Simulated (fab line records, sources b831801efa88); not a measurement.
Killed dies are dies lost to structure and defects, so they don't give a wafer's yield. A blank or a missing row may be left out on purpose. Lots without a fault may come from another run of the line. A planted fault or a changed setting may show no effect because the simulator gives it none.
Chamber matching | flow sky130 | SKY_POLY_GATE_ETCH_17 on rie_si-01: 4 sister chambers
The step etches poly-Si in HBr/Cl2, stops on SiO2, target depth 180 nm, time 70.5 s. 14 wafers are shown with their chamber, then 7 later ones without.

WAFERS WITH THEIR CHAMBER
wafer  | chamber | throttle_valve_pct (%) | oes_product_au (a.u.)
L632.3 | 2       | 33.686                 | 0.984
L632.4 | 3       | 33.676                 | 0.992
L632.6 | 3       | 33.670                 | 0.983
L638.2 | 1       | 33.680                 | 0.977
L638.4 | 3       | 33.664                 | 0.980
L638.5 | 1       | 33.677                 | 0.989
L641.1 | 2       | 33.691                 | 0.991
L641.3 | 0       | 33.678                 | 0.991
L641.4 | 1       | 33.691                 | 0.982
L643.3 | 0       | 33.697                 | 0.993
L643.4 | 1       | 33.689                 | 1.004
L643.5 | 0       | 33.686                 | 0.985
L645.3 | 1       | 33.699                 | 0.976
L645.4 | 2       | 33.673                 | 0.981

SIGNATURES (means of the wafers above)
reading            | chamber 0 | chamber 1 | chamber 2 | chamber 3 | scatter within a chamber
throttle_valve_pct | 33.68700  | 33.68720  | 33.68333  | 33.67000  | 0.0086
oes_product_au     | 0.98967   | 0.98560   | 0.98533   | 0.98500   | 0.00833
Rule: a wafer's distance from a chamber is the root of the sum, over the readings, of the square of ((its reading less the chamber's mean) divided by the reading's scatter). The wafer belongs to the nearest chamber; if the next one is less than 2 further off, it can't be placed. The scatter: the root of (the sum of the squares of (reading less its chamber's mean) over the shown wafers, divided by (wafers less chambers)).

WAFERS WITHOUT THEIR CHAMBER
wafer  | throttle_valve_pct (%) | oes_product_au (a.u.)
L645.5 | 33.659                 | 0.991
L647.2 | 33.679                 | 0.990
L647.3 | 33.687                 | 0.986
L647.4 | 33.683                 | 1.002
L651.1 | 33.682                 | 0.988
L651.2 | 33.685                 | 0.986
L651.4 | 33.694                 | 0.997

WHICH CHAMBER EACH WENT THROUGH
wafer  | from the rows above               | in truth
L645.5 | can't be placed: 3 or 2 or 0 or 1 | 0
L647.2 | can't be placed: 2 or 0 or 1 or 3 | 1
L647.3 | can't be placed: 1 or 2 or 0 or 3 | 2
L647.4 | can't be placed: 0 or 2 or 1 or 3 | 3
L651.1 | can't be placed: 2 or 0 or 1 or 3 | 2
L651.2 | can't be placed: 2 or 1 or 0 or 3 | 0
L651.4 | can't be placed: 0 or 1 or 2 or 3 | 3
Placed correctly: 0 of 7. Can't be placed from these rows: 7 (the true chamber is among the candidates in 7). Placed wrongly: 0.
